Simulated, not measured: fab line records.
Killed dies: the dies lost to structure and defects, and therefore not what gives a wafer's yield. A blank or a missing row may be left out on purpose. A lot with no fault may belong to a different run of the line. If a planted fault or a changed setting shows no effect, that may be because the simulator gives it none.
Split-lot study -- flow sfq-line -- 23 wafers read across 5 lots, on a route 325 steps long

THE SPLIT
At SFQ_TRILAYER_M1_LITHO_PEB_042 (peb time 60 s), the setting peb-time-s was moved away from the recipe's 60 s on 7 of the 23 wafers read, by -14.1% to +10.3%. For the rest of the wafers, this setting stayed at what the recipe calls for.

Split to reading: the file shows no intervening step.

THE READING
M1.cd-nm (the simulator's own value, which no gauge read), in nm, at SFQ_TRILAYER_M1_BARC_OPEN_METAL_ETCH_054 (etches BARC in O2, target depth 125 nm, time 41.7 s). There is no usual value for it anywhere in the file. Here, 16 wafers ran the recipe; their average is 498.8 nm with a standard deviation of 2.1 nm.

wafer,"tool, chamber at the split","peb-time-s as run, s",against the recipe,"M1.cd-nm, nm",against lot-mates on the recipe
L078.1,"litho-track-03, 0",66.18,+10.3%,486.2,-12.8
L078.3,"litho-track-03, 0",60,recipe,499.2,-
L078.4,"litho-track-03, 0",66.18,+10.3%,485.6,-13.4
L078.5,"litho-track-03, 0",66.18,+10.3%,487.5,-11.5
L078.6,"litho-track-03, 0",60,recipe,498.8,-
L079.3,"litho-track-03, 0",60,recipe,500.2,-
L079.4,"litho-track-03, 0",60,recipe,499.4,-
L079.5,"litho-track-03, 0",60,recipe,499,-
L081.1,"litho-track-01, 0",51.55,-14.1%,521.5,+20.1
L081.3,"litho-track-01, 0",60,recipe,501,-
L081.4,"litho-track-01, 0",60,recipe,502.1,-
L081.5,"litho-track-01, 0",51.55,-14.1%,523.4,+22.0
L081.6,"litho-track-01, 0",60,recipe,501.1,-
L083.1,"litho-track-02, 0",60,recipe,501,-
L083.2,"litho-track-02, 0",60,recipe,499,-
L083.3,"litho-track-02, 0",53.55,-10.8%,517.8,+18.0
L083.5,"litho-track-02, 0",60,recipe,499.5,-
L083.6,"litho-track-02, 0",53.55,-10.8%,517.5,+17.7
L085.1,"litho-track-03, 0",60,recipe,494.9,-
L085.3,"litho-track-03, 0",60,recipe,497.7,-
L085.4,"litho-track-03, 0",60,recipe,495.6,-
L085.5,"litho-track-03, 0",60,recipe,495.2,-
L085.6,"litho-track-03, 0",60,recipe,497.3,-

THE FIT
A straight line over all 23 wafers: M1.cd-nm changes by -1.52 nm for each +1% of peb-time-s; r = -0.97; the points scatter about the line by 2.3 nm.
The same after taking each lot's own level away (the mean of its wafers on the recipe; 23 wafers): -1.43 nm for each +1%; r = -0.99; scatter 1.3 nm.
That fit puts the effect of the largest move of peb-time-s on the reading at 20 nm.
The span of the lots' own levels, 496.14 to 501.40 nm, comes to 2.5 times the standard deviation stated above.
So the lot-to-lot level changes the slope little: the two slopes agree.
Check: for one of the wafers moved furthest among these (-14.1%), held out of the fit, the line's prediction against its lot-mates is +20.9 nm. It came out at +20.1 nm against them.

OTHER SPLITS APPLIED TO THESE WAFERS
These wafers also went through other splits before the reading. Each is held against what the fit with the lots' levels taken away leaves over:
other split on the same wafers,wafers away from the commonest value,r with M1.cd-nm (lot level and that fit taken away)
SFQ_TRILAYER_INCOMING_OXIDATION_002 temp-c,18,-0.12
SFQ_TRILAYER_L0_DEP_SPUTTER_003 power-w,8,+0.06
SFQ_TRILAYER_L0_ETCH_METAL_ETCH_008 icp-w,11,+0.04
SFQ_TRILAYER_L0_VIA_LITHO_COAT_013 resist-thk-nm,6,-0.15
SFQ_TRILAYER_L0_VIA_BARC_OPEN_VIA_ETCH_021 bias-w,7,-0.48
SFQ_TRILAYER_M0_DEP_SPUTTER_019 time-s,6,-0.19
SFQ_TRILAYER_M0_LITHO_COAT_021 resist-thk-nm,10,-0.46
SFQ_TRILAYER_I0_VIA_LITHO_COAT_036 resist-thk-nm,8,-0.18
SFQ_TRILAYER_M1_LITHO_COAT_044 resist-thk-nm,8,+0.05

THE FILE'S OWN FIT
M1.cd-nm changes by -1.47 nm for each +1% of peb-time-s, r = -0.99.
